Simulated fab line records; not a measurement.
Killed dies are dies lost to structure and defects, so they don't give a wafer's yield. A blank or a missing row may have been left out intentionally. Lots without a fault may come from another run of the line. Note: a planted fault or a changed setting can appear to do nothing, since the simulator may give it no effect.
Problem report, 8D (eight disciplines) form, completed by code :: flow sky130 :: the parts of the form that need people (team, actions taken, sign-off) are left out

== 1. PROBLEM STATEMENT ==
Mean of stripTimeToEndpointS at SKY_LOCAL_INTERCONNECT_STRIP_15: 4.500 s across 2 wafers in 2 lots; on wafers with no fault it is 4.722 s (standard deviation 0.021). That puts it -11 standard deviations away from the usual mean.
The step: strips in O2/N2.
First seen on wafer L783.5, day 36 15:58, on plasmaAsher-03. The record has a number at this step for 34 wafers belonging to 12 lots. Rule for "out" (also "out of limits"): further than 4 standard deviations from the usual mean. The rest of the wafers with a number are treated as sound.

== 2. WHAT THIS IS AND IS NOT ==
question: which readings at this step
is: stripTimeToEndpointS
is not: drypumpMotorCurrentA, oesProductAu

question: which lots
is: L783, L784
is not: L765, L766, L767, L771, L774, L775, L777, L785, L786, L788

question: which wafers of those lots
is: L783.5, L784.3
is not: L783.1, L783.3, L784.2, L784.5

question: read on which tools
is: plasmaAsher-03
is not: plasmaAsher-01, plasmaAsher-04

question: when
is: from day 36 15:58
is not: up to then (22 sound wafers); but 10 sound wafers of L784, L785, L786, L788 came after

== 3. SUSPECTS, AND WHAT RULES EACH OUT ==
Counting: any tool at a process step up to the reading remains a suspect provided it ran every lot that is out. Sound lots after the first of them don't rule it out here, since some wafers of a struck lot are sound.
- rieMetal-03 at SKY_LOCAL_INTERCONNECT_ETCH_13 (etches BARC in N2/H2, stops on SiO2, time 45.9 s, target depth 60 nm): kept. Ran every lot that is out, first one L783 (day 36 15:51); last sound lot up to then L777 (day 34 20:01).
- plasmaAsher-03 at SKY_LOCAL_INTERCONNECT_STRIP_15 (strips in O2/N2): kept. Ran every lot that is out, first one L783 (day 36 15:58); last sound lot up to then L771 (day 32 15:39). Its own stripTimeToEndpointS readings are out on those wafers.
- Within rieMetal-03 at SKY_LOCAL_INTERCONNECT_ETCH_13, the wafers that are out were processed in chamber 0 and their sound lot-mates in chamber 1.
Remaining after the count are rieMetal-03 at SKY_LOCAL_INTERCONNECT_ETCH_13 and plasmaAsher-03 at SKY_LOCAL_INTERCONNECT_STRIP_15.

== 4. THE CAUSE (what the simulator had put in) ==
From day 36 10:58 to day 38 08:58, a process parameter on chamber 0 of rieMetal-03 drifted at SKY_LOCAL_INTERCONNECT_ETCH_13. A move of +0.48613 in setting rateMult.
This tool is one of the 2 suspects left after counting.

== 5. THE EFFECT CHAIN, in route order ==
One row per reading whose mean, taken over the struck wafers that have a number, lies over 3 standard deviations from the usual. Scope: only readings with a usual standard deviation given in the record; hours: median across lots of the time from each lot's start at the first step in this table that gives one to its start at this step; sigmas: change in usual standard deviations.
hours: 0
step: SKY_LOCAL_INTERCONNECT_STRIP_15
reading: stripTimeToEndpointS
usual: 4.722 s
on struck wafers: 4.500
change: -0.223
sigmas: -11
Process steps it contains:
- SKY_LOCAL_INTERCONNECT_STRIP_15: strips in O2/N2.

== 6. WHAT WOULD HAVE CAUGHT IT SOONER ==
In this record the first reading out of limits was taken at day 36 15:58, 5 hours after the fault began at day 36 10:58.
Tool readings at SKY_LOCAL_INTERCONNECT_ETCH_13 with a usual standard deviation given in the record: none out on any struck wafer, hence no alarm at a limit of 4 standard deviations on them.
L784, from the lots that are out (2), started SKY_LOCAL_INTERCONNECT_ETCH_13 on rieMetal-03 later than day 36 15:58. Putting the tool on hold at that point would have spared it.
